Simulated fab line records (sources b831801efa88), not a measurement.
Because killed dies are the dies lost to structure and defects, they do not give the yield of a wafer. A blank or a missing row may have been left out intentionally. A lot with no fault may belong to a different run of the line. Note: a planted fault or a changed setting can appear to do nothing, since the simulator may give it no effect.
Which tool is to blame? -- flow sky130 -- route of 708 steps, sampled at 1 step: 11 lots, 30 wafers

== WHAT THE GAUGES SHOWED, per wafer ==
SKY_METAL2_RS_MEAS_05: a four-point-probe measurement.
lot,measured,on,METAL2_ALCU_RS (ohm/sq)
L437,day 34 01:11,film_metro-04,0.1245 0.1240 0.1255
L439,day 34 12:04,film_metro-03,0.1278 0.1292 0.1263
L440,day 35 01:34,film_metro-04,0.1284 0.1268 0.1265
L441,day 35 14:02,film_metro-02,0.1237 0.1264 0.1243
L444,day 36 07:51,film_metro-02,0.1259 0.1259 0.1266
L447,day 37 09:13,film_metro-03,0.1264 0.1269 0.1270
L448,day 37 22:53,film_metro-04,0.1236 0.1251
L450,day 38 10:59,film_metro-02,0.1264 0.1275
L452,day 38 23:07,film_metro-04,0.1273 0.1287
L457,day 40 09:43,film_metro-04,0.1271 0.1258 0.1258
L460,day 41 05:29,film_metro-04,0.1266 0.1263 0.1270

== TOOL THAT RAN EACH LOT (tool first, then ch and the chambers of the sampled wafers, then the start) ==
There is no process step in the record ahead of these readings.

== THE ANSWER, worked out from the rows above alone ==
Rule: the lots themselves supply what counts as usual. Put in order of their means at a reading, lots are off if they are a third of the lots or fewer, leave a main group of 4 or more, and stand apart from it by a gap of 3 or more times the standard deviation of the main group's means; of several such gaps the widest counts. The tables above print the reading to a certain number of digits; a main group whose means all agree to those digits is not used. A lot without any number at a reading at which 4 lots or more have one is off too. Where the step has rows for the other lots, those lots are counted as sound.
Across all readings shown, no lot is off: no conclusion can be drawn from this.

== WHAT THE SIMULATOR PUT IN ==
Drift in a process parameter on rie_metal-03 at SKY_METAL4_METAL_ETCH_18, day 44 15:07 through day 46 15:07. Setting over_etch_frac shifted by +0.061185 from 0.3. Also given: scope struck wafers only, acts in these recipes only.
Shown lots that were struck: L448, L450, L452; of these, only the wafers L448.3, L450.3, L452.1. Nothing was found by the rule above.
